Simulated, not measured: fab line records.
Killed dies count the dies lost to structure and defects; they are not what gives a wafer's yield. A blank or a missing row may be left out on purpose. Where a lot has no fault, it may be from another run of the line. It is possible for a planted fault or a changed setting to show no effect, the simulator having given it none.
fab line records	flow sky130	part 1 of 2: steps 1 to 42 of 43
record: lots: 7	wafers: 21	last_day: 49
route steps=708 shown SONOS_ONO@176 GATE_OXIDE@187 POLY_GATE@204 RES_PROTECT@206 PAD_OPEN@708
lots that met no fault: from a run of the same line without faults
start_h: hours from the record's opening day to when the first of the lot's shown wafers began	wait_h: hours since the lot's step before	" the same as in the row above	L1.1+2: one row covering several wafers at once	- no value, or no start given	* or withheld: withheld	< > ~ a bound
route shown NAME@n: NAME is a module with steps in the file, n the number in the route of the first one	usual: mean/standard deviation of fault-free wafers	same: alike in all rows	chamber/n: place in a boat	sites: per-site readings	_std_site: standard deviation across them	_edge_site: mean of outer sites minus mean of inner sites	radius_mm: for every site, how far away it sits from the centre of the wafer	mask NAME#n: copy n	behind: the most recent tool/chamber to have shaped the wafer	hold: why the lot was held/for how many hours/how that ended	device: which transistor (n, p or np) failed to switch	end of line: the same wafers' tests at the end of the route	a step without rows: its recipe alone	killed: dies lost to structure and defects at the first sort, not the wafer's yield	map: per-die view of a wafer (x killed, . not killed, _ where there is no die)
set.NAME: the setting as run; set.NAME@STEP: as run at that earlier step	model.NAME: the simulator's own value behind a step, which no gauge read
certain route steps with their lots: each step a table, each wafer a row
services: a tool's chamber out of use, with start hour (start_h, from the record's first day; less than 0 if before it), hours out, and reason
== steps ==
step: SKY_SONOS_ONO_COAT_08
recipe: resist: NOVOLAK	spin_rpm: 3000	resist_thk_nm: 1140
step: SKY_SONOS_ONO_SOFTBAKE_09
recipe: temp_c: 90	time_s: 60	resist: NOVOLAK
step: SKY_SONOS_ONO_EXPOSE_10
recipe: mask_id: ONOM	target_cd_nm: 410	na: 0.6	source_shape: conventional	sigma_outer: 0.6	dose_mj: 150
step: SKY_SONOS_ONO_PEB_11
recipe: temp_c: withheld	time_s: *	resist: NOVOLAK
step: SKY_SONOS_ONO_DEVELOP_12
recipe: develop_time_s: 60	dev_temp_c: 23
step: SKY_SONOS_ONO_CD_MEAS_13
recipe: target_cd_nm: 410
usual: cd_nm: 409.2/2.3
lot.wafer	tool	chamber	start_h	wait_h	cd_nm
L109.2	cd_sem-01	-	298.38	0.1	406.6
L109.4	"	-	"	"	407.0
L109.6	"	-	"	"	405.0
L108.1	cd_sem-02	-	299.20	0.2	409.1
L108.3	"	-	"	"	409.3
L108.6	"	-	"	"	408.2
L119.1	cd_sem-01	-	391.37	0.1	409.6
L119.3	"	-	"	"	408.9
L119.6	"	-	"	"	410.3
L120.1	cd_sem-01	-	396.36	0.1	412.4
L120.4	"	-	"	"	413.8
L120.6	"	-	"	"	412.5
L121.1	cd_sem-02	-	405.66	0.1	409.3
L121.2	"	-	"	"	408.1
L121.3	"	-	"	"	407.1
L122.1	cd_sem-02	-	415.26	0.1	408.8
L122.4	"	-	"	"	407.7
L122.5	"	-	"	"	408.0
L126.2	cd_sem-02	-	441.32	0.1	409.1
L126.3	"	-	"	"	409.8
L126.4	"	-	"	"	408.6
step: SKY_SONOS_ONO_OVL_MEAS_14
usual: SONOS_ONO_OVL: 0.7/1.3
lot.wafer	tool	chamber	start_h	wait_h	SONOS_ONO_OVL[nm]
L109.2	overlay-01	-	298.49	0.1	-0.3
L109.4	"	-	"	"	1.1
L109.6	"	-	"	"	0.2
L108.1	overlay-02	-	299.32	0.1	0.8
L108.3	"	-	"	"	-0.6
L108.6	"	-	"	"	0.0
L119.1	overlay-02	-	391.49	0.1	1.7
L119.3	"	-	"	"	3.3
L119.6	"	-	"	"	1.6
L120.1	overlay-02	-	396.48	0.1	2.2
L120.4	"	-	"	"	2.3
L120.6	"	-	"	"	-0.1
L121.1	overlay-01	-	405.78	0.1	2.3
L121.2	"	-	"	"	2.8
L121.3	"	-	"	"	-0.2
L122.1	overlay-01	-	415.38	0.1	-1.3
L122.4	"	-	"	"	-2.3
L122.5	"	-	"	"	-2.6
L126.2	overlay-01	-	441.43	0.1	-0.5
L126.3	"	-	"	"	-1.7
L126.4	"	-	"	"	-2.5
step: SKY_SONOS_ONO_ETCH_15
recipe: target_depth_nm: 19.52	chemistry: CHF3/O2	source_w: 600	bias_w: 200	pressure_mtorr: 40	chf3_flow_sccm: 50	O2_flow_sccm: 5	time_s: 7.8
usual: bias_w: 200.0/0.55	drypump_motor_current_A: 5.7/0.54	oes_product_au: 0.998/0.012	throttle_valve_pct: 8.824/0.01
lot.wafer	tool	chamber	start_h	wait_h	bias_w	drypump_motor_current_A	oes_product_au	rf_hours_counter_h	throttle_valve_pct
L109.2	rie_diel-03	2	298.52	0.0	199.6	5.4	1.018	6	8.824
L109.4	"	3	"	"	199.7	5.6	0.988	69	8.835
L109.6	"	0	"	"	200.2	5.8	1.012	-	8.834
L108.1	rie_diel-01	3	299.36	0.0	198.9	6.0	1.031	9	8.843
L108.3	"	2	"	"	199.6	6.1	1.015	8	8.829
L108.6	"	2	"	"	200.0	6.0	1.010	-	8.834
L119.1	rie_diel-04	1	391.53	0.0	200.4	5.0	0.996	15	8.826
L119.3	"	2	"	"	200.2	6.4	0.982	4	8.823
L119.6	"	0	"	"	200.4	6.4	0.986	-	8.813
L120.1	rie_diel-03	3	396.52	0.0	201.1	5.6	0.965	71	8.818
L120.4	"	2	"	"	199.4	5.4	1.013	8	8.828
L120.6	"	3	"	"	200.5	5.6	0.984	-	8.801
L121.1	rie_diel-04	0	405.82	0.0	200.6	6.3	0.982	50	8.808
L121.2	"	1	"	"	200.6	4.9	0.996	15	8.827
L121.3	"	2	"	"	200.1	6.4	0.988	4	8.809
L122.1	rie_diel-04	3	415.42	0.0	200.3	5.0	0.987	2	8.826
L122.4	"	0	"	"	200.0	6.4	0.992	50	8.823
L122.5	"	3	"	"	199.7	5.0	0.979	-	8.819
L126.2	rie_diel-04	3	441.46	0.0	200.6	5.0	0.991	3	8.823
L126.3	"	0	"	"	199.0	6.4	0.995	51	8.829
L126.4	"	1	"	"	200.2	4.9	1.011	15	8.829
step: SKY_SONOS_ONO_WET_ETCH_16
recipe: chemistry: dHF	target_depth_nm: 14	dry: n2_spin	target: SiO2	dilution: 100:1	temp_c: 25	time_s: 280
step: SKY_SONOS_ONO_STRIP_17
recipe: chemistry: O2/N2	power_w: 1400	pressure_mtorr: 1500	platen_temp_c: withheld	o2_flow_sccm: 3000	n2_flow_sccm: 300	overash_fraction: 0.5
usual: drypump_motor_current_A: 5.5/0.39	oes_product_au: 0.710/0.0045	strip_time_to_endpoint_s: 14.09/0.044
same: overash_fraction: 0.5
lot.wafer	tool	chamber	start_h	wait_h	drypump_motor_current_A	oes_product_au	rf_hours_counter_h	strip_time_to_endpoint_s
L109.2	plasma_asher-03	1	298.64	0.0	5.0	0.712	17	14.04
L109.4	"	0	"	"	4.8	0.713	-	14.07
L109.6	"	0	"	"	4.8	0.714	-	14.03
L108.1	plasma_asher-02	0	299.47	0.0	6.1	0.709	63	14.04
L108.3	"	0	"	"	6.1	0.708	-	14.04
L108.6	"	1	"	"	5.6	0.705	-	14.06
L119.1	plasma_asher-04	0	391.63	0.0	5.6	0.714	70	14.17
L119.3	"	1	"	"	5.7	0.713	-	14.10
L119.6	"	0	"	"	5.6	0.705	-	14.14
L120.1	plasma_asher-02	1	396.63	0.0	5.5	0.710	73	14.07
L120.4	"	0	"	"	6.1	0.708	-	14.01
L120.6	"	1	"	"	5.5	0.712	-	14.05
L121.1	plasma_asher-03	0	405.93	0.0	4.9	0.715	27	14.06
L121.2	"	1	"	"	5.0	0.705	27	14.04
L121.3	"	0	"	"	4.9	0.708	-	14.04
L122.1	plasma_asher-04	1	415.53	0.0	5.7	0.714	72	14.16
L122.4	"	1	"	"	5.7	0.705	-	14.16
L122.5	"	0	"	"	5.6	0.703	-	14.18
L126.2	plasma_asher-04	1	441.57	0.0	5.7	0.710	75	14.09
L126.3	"	1	"	"	5.7	0.709	-	14.02
L126.4	"	0	"	"	5.7	0.711	-	14.04
step: SKY_SONOS_ONO_WET_ETCH_18
recipe: chemistry: H3PO4	target_depth_nm: 15	target: Si3N4	temp_c: 160	time_s: 172
step: SKY_GATE_OXIDE_CLEAN_00
recipe: chemistry: SC1/SC2	mix: 1:4:20	temp_c: 70	time_s: 150	dry: n2_spin
step: SKY_GATE_OXIDE_OXIDATION_01
recipe: temp_c: 900	ambient: O2	stabilise_s: 600	purge_s: 300	target_thk_a: 102.68	ox_time_s: 1473
same: stabilise_s: 600
lot.wafer	tool	chamber	start_h	wait_h
L108.1+3+6	furnace-02	0	300.66	1.0
L109.2+4+6	furnace-02	0	300.66	1.8
L119.1+3+6	furnace-02	0	392.03	0.2
L120.1+4+6	furnace-02	0	396.83	0.0
L121.1+2+3	furnace-02	0	407.30	1.2
L122.1+4+5	furnace-01	0	418.57	2.8
L126.2+3+4	furnace-02	0	444.65	2.9
step: SKY_GATE_OXIDE_THK_MEAS_02
recipe: reads: SiO2_of_GATE_OXIDE_OXIDATION_01
usual: GATE_OXIDE_OXIDATION_00_THK: 10.34/0.18
lot.wafer	tool	chamber	start_h	wait_h	GATE_OXIDE_OXIDATION_00_THK[nm]
L109.2	film_metro-02	-	302.08	0.0	10.41
L109.4	"	-	"	"	10.40
L109.6	"	-	"	"	10.46
L108.1	film_metro-01	-	302.09	0.0	10.26
L108.3	"	-	"	"	10.36
L108.6	"	-	"	"	10.24
L119.1	film_metro-01	-	393.44	0.0	10.45
L119.3	"	-	"	"	10.17
L119.6	"	-	"	"	10.31
L120.1	film_metro-01	-	398.24	0.0	10.00
L120.4	"	-	"	"	10.21
L120.6	"	-	"	"	10.02
L121.1	film_metro-01	-	408.70	0.0	10.05
L121.2	"	-	"	"	10.09
L121.3	"	-	"	"	9.91
L122.1	film_metro-01	-	419.97	0.0	10.30
L122.4	"	-	"	"	10.55
L122.5	"	-	"	"	10.35
L126.2	film_metro-01	-	446.07	0.0	10.30
L126.3	"	-	"	"	10.10
L126.4	"	-	"	"	10.36
step: SKY_GATE_OXIDE_DEHYDRATE_03
recipe: temp_c: 200	time_s: 60
step: SKY_GATE_OXIDE_HMDS_04
recipe: prime_time_s: 60	prime_temp_c: 120
step: SKY_GATE_OXIDE_COAT_05
recipe: resist: NOVOLAK	spin_rpm: 3000	resist_thk_nm: 1140
step: SKY_GATE_OXIDE_SOFTBAKE_06
recipe: temp_c: 90	time_s: 57.34	resist: NOVOLAK
step: SKY_GATE_OXIDE_EXPOSE_07
recipe: mask_id: LVOM	na: 0.6	source_shape: conventional	sigma_outer: 0.6	polarization: unpolarized	target_cd_nm: 600	dose_mj: 170
step: SKY_GATE_OXIDE_PEB_08
recipe: temp_c: withheld	time_s: *	resist: NOVOLAK
step: SKY_GATE_OXIDE_DEVELOP_09
recipe: resist: NOVOLAK	developer: TMAH	develop_time_s: 60	dev_temp_c: 23
step: SKY_GATE_OXIDE_OVL_MEAS_10
usual: GATE_OXIDE_OVL: 0.9/1.3
lot.wafer	tool	chamber	start_h	wait_h	GATE_OXIDE_OVL[nm]
L109.2	overlay-01	-	327.96	0.1	0.0
L109.4	"	-	"	"	0.1
L109.6	"	-	"	"	1.3
L108.1	overlay-02	-	328.03	0.1	0.9
L108.3	"	-	"	"	2.8
L108.6	"	-	"	"	3.3
L119.1	overlay-02	-	422.43	0.1	2.0
L119.3	"	-	"	"	0.9
L119.6	"	-	"	"	-0.5
L120.1	overlay-01	-	427.95	0.1	1.8
L120.4	"	-	"	"	1.1
L120.6	"	-	"	"	2.4
L121.1	overlay-02	-	438.11	0.1	0.1
L121.2	"	-	"	"	-0.9
L121.3	"	-	"	"	0.0
L122.1	overlay-02	-	449.71	0.1	0.3
L122.4	"	-	"	"	0.7
L122.5	"	-	"	"	1.4
L126.2	overlay-02	-	477.16	0.1	-1.8
L126.3	"	-	"	"	0.3
L126.4	"	-	"	"	-1.1
step: SKY_GATE_OXIDE_IMPLANT_11
recipe: species: B	energy_kev: 10	dose_cm2: 2.6e+12	tilt_deg: withheld
step: SKY_GATE_OXIDE_WET_ETCH_12
recipe: chemistry: dHF	target_depth_nm: 16.8	dry: n2_spin	target: SiO2	dilution: 100:1	temp_c: 25	time_s: 336
step: SKY_GATE_OXIDE_STRIP_13
recipe: chemistry: O2/N2	power_w: 1400	pressure_mtorr: 1500	platen_temp_c: withheld	o2_flow_sccm: 3000	n2_flow_sccm: 300	overash_fraction: 0.5
usual: drypump_motor_current_A: 5.81/0.22	oes_product_au: 0.715/0.004	strip_time_to_endpoint_s: 14.17/0.038
same: overash_fraction: 0.5
lot.wafer	tool	chamber	start_h	wait_h	drypump_motor_current_A	oes_product_au	rf_hours_counter_h	strip_time_to_endpoint_s
L109.2	plasma_asher-01	1	328.24	0.0	5.77	0.718	49	14.22
L109.4	"	0	"	"	5.98	0.715	-	14.16
L109.6	"	1	"	"	5.76	0.720	-	14.14
L108.1	plasma_asher-02	0	328.31	0.0	6.10	0.721	65	14.17
L108.3	"	1	"	"	5.45	0.714	-	14.16
L108.6	"	1	"	"	5.50	0.714	-	14.18
L119.1	plasma_asher-01	0	422.85	0.0	5.99	0.715	59	14.19
L119.3	"	1	"	"	5.78	0.715	-	14.21
L119.6	"	0	"	"	5.98	0.719	-	14.20
L120.1	plasma_asher-01	1	428.24	0.0	5.72	0.714	60	14.18
L120.4	"	1	"	"	5.74	0.712	-	14.13
L120.6	"	1	"	"	5.75	0.709	-	14.17
L121.1	plasma_asher-01	1	438.52	0.0	5.73	0.711	61	14.17
L121.2	"	0	"	"	6.00	0.714	61	14.20
L121.3	"	0	"	"	5.99	0.721	-	14.17
L122.1	plasma_asher-04	0	450.00	0.0	5.64	0.712	76	14.17
L122.4	"	0	"	"	5.61	0.716	-	14.11
L122.5	"	0	"	"	5.64	0.711	-	14.18
L126.2	plasma_asher-01	1	477.44	0.0	5.75	0.715	65	14.23
L126.3	"	0	"	"	5.95	0.717	-	14.22
L126.4	"	1	"	"	5.75	0.714	-	14.23
step: SKY_GATE_OXIDE_TW_MEAS_14
usual: GATE_OXIDE_TW: 223.6/1.7
lot.wafer	tool	chamber	start_h	wait_h	GATE_OXIDE_TW
L109.2	film_metro-02	-	328.35	0.1	225.9
L109.4	"	-	"	"	226.1
L109.6	"	-	"	"	224.9
L108.1	film_metro-02	-	328.41	0.1	225.0
L108.3	"	-	"	"	223.9
L108.6	"	-	"	"	226.0
L119.1	film_metro-04	-	422.95	0.1	223.6
L119.3	"	-	"	"	223.3
L119.6	"	-	"	"	223.4
L120.1	film_metro-02	-	428.34	0.1	223.9
L120.4	"	-	"	"	225.4
L120.6	"	-	"	"	225.0
L121.1	film_metro-02	-	438.62	0.1	224.5
L121.2	"	-	"	"	225.5
L121.3	"	-	"	"	224.9
L122.1	film_metro-04	-	450.10	0.1	221.7
L122.4	"	-	"	"	221.1
L122.5	"	-	"	"	221.9
L126.2	film_metro-01	-	477.55	0.1	221.0
L126.3	"	-	"	"	220.9
L126.4	"	-	"	"	220.2
step: SKY_GATE_OXIDE_CLEAN_15
recipe: chemistry: SC1/SC2	mix: 1:4:20	temp_c: 70	time_s: 150	dry: n2_spin
step: SKY_GATE_OXIDE_OXIDATION_16
recipe: temp_c: 800	ambient: O2	idle_temp_c: 700	ramp_up_c_per_min: 10	ramp_down_c_per_min: 3	stabilise_s: 600	purge_s: 300	target_thk_a: 35.7	ox_time_s: 1915
step: SKY_POLY_GATE_CVD_00
recipe: material: poly-Si	target_thk_nm: 180	temp_c: 620	time_s: 720	pressure_mtorr: 200
step: SKY_POLY_GATE_THK_MEAS_01
recipe: reads: poly-Si_of_POLY_GATE_CVD_00
usual: POLY_GATE_CVD_00_THK: 180.8/1.6
lot.wafer	tool	chamber	start_h	wait_h	POLY_GATE_CVD_00_THK[nm]
L109.2	film_metro-02	-	331.24	0.0	180.1
L109.4	"	-	"	"	181.3
L109.6	"	-	"	"	181.4
L108.1	film_metro-03	-	332.43	0.0	182.9
L108.3	"	-	"	"	183.2
L108.6	"	-	"	"	183.3
L119.1	film_metro-02	-	429.55	0.0	180.5
L119.3	"	-	"	"	181.3
L119.6	"	-	"	"	179.7
L120.1	film_metro-01	-	436.41	0.0	183.2
L120.4	"	-	"	"	183.5
L120.6	"	-	"	"	181.7
L121.1	film_metro-03	-	444.79	0.0	180.9
L121.2	"	-	"	"	181.9
L121.3	"	-	"	"	181.7
L122.1	film_metro-01	-	454.85	0.0	182.9
L122.4	"	-	"	"	183.0
L122.5	"	-	"	"	181.4
L126.2	film_metro-02	-	480.40	0.0	180.9
L126.3	"	-	"	"	180.5
L126.4	"	-	"	"	179.6
step: SKY_RES_PROTECT_DEHYDRATE_00
recipe: temp_c: 200	time_s: 60
step: SKY_RES_PROTECT_HMDS_01
recipe: prime_time_s: 60	prime_temp_c: 120
step: SKY_RES_PROTECT_COAT_02
recipe: resist: NOVOLAK	spin_rpm: 3000	resist_thk_nm: 1140
step: SKY_RES_PROTECT_SOFTBAKE_03
recipe: temp_c: 90	time_s: 60	resist: NOVOLAK
step: SKY_RES_PROTECT_EXPOSE_04
recipe: mask_id: RPM	na: 0.6	source_shape: conventional	sigma_outer: 0.6	polarization: unpolarized	target_cd_nm: 1270	dose_mj: 131
step: SKY_RES_PROTECT_PEB_05
recipe: temp_c: withheld	time_s: *	resist: NOVOLAK
step: SKY_RES_PROTECT_DEVELOP_06
recipe: resist: NOVOLAK	developer: TMAH	develop_time_s: 60	dev_temp_c: 23
step: SKY_POLY_GATE_IMPLANT_02
recipe: species: P	energy_kev: 30	dose_cm2: 7.628e+15	tilt_deg: 0
step: SKY_RES_PROTECT_STRIP_07
recipe: chemistry: O2/N2	power_w: 1400	pressure_mtorr: 1500	platen_temp_c: withheld	o2_flow_sccm: 3000	n2_flow_sccm: 300	overash_fraction: 0.5
usual: drypump_motor_current_A: 5.6/0.45	oes_product_au: 0.519/0.0044	strip_time_to_endpoint_s: 23.26/0.042
same: overash_fraction: 0.5
lot.wafer	tool	chamber	start_h	wait_h	drypump_motor_current_A	oes_product_au	rf_hours_counter_h	strip_time_to_endpoint_s
L109.2	plasma_asher-01	1	358.28	0.1	5.7	0.520	53	23.29
L109.4	"	1	"	"	5.7	0.515	-	23.24
L109.6	"	1	"	"	5.7	0.519	-	23.19
L108.1	plasma_asher-01	1	359.72	0.1	5.8	0.520	53	23.20
L108.3	"	0	"	"	6.0	0.521	-	23.22
L108.6	"	1	"	"	5.7	0.512	-	23.23
L119.1	plasma_asher-02	0	460.10	0.1	6.1	0.518	3	23.32
L119.3	"	0	"	"	6.1	0.518	-	23.27
L119.6	"	0	"	"	6.1	0.513	-	23.28
L120.1	plasma_asher-02	1	466.82	0.1	5.5	0.514	4	23.24
L120.4	"	1	"	"	5.5	0.520	-	23.27
L120.6	"	0	"	"	6.1	0.511	-	23.28
L121.1	plasma_asher-01	0	476.02	0.1	6.0	0.524	65	23.34
L121.2	"	1	"	"	5.7	0.521	65	23.30
L121.3	"	1	"	"	5.7	0.513	-	23.31
L122.1	plasma_asher-01	0	485.17	0.1	6.0	0.516	66	23.31
L122.4	"	0	"	"	6.0	0.518	-	23.34
L122.5	"	1	"	"	5.8	0.520	-	23.31
L126.2	plasma_asher-03	0	511.82	0.1	4.8	0.523	38	23.23
L126.3	"	0	"	"	4.8	0.517	-	23.27
L126.4	"	1	"	"	5.0	0.512	-	23.21
step: SKY_RES_PROTECT_TW_MEAS_08
usual: POLY_GATE_TW: 4025/23
lot.wafer	tool	chamber	start_h	wait_h	POLY_GATE_TW
L109.2	film_metro-03	-	358.39	0.1	4036
L109.4	"	-	"	"	4028
L109.6	"	-	"	"	4049
L108.1	film_metro-02	-	359.82	0.1	4060
L108.3	"	-	"	"	4037
L108.6	"	-	"	"	4045
L119.1	film_metro-03	-	460.20	0.1	4002
L119.3	"	-	"	"	4005
L119.6	"	-	"	"	3985
L120.1	film_metro-04	-	466.92	0.1	4027
L120.4	"	-	"	"	4021
L120.6	"	-	"	"	4027
L121.1	film_metro-03	-	476.12	0.1	4003
L121.2	"	-	"	"	3986
L121.3	"	-	"	"	3998
L122.1	film_metro-02	-	485.27	0.1	4028
L122.4	"	-	"	"	4016
L122.5	"	-	"	"	4018
L126.2	film_metro-03	-	511.93	0.1	4028
L126.3	"	-	"	"	4022
L126.4	"	-	"	"	4010
step: SKY_RES_PROTECT_CLEAN_09
recipe: chemistry: SC1/SC2	mix: 1:4:20	temp_c: 70	time_s: 150	dry: n2_spin
step: SKY_POLY_GATE_CVD_03
recipe: material: Si3N4	precursor: DCS/NH3	target_thk_nm: 75	temp_c: 770	time_s: 1290	pressure_mtorr: 250
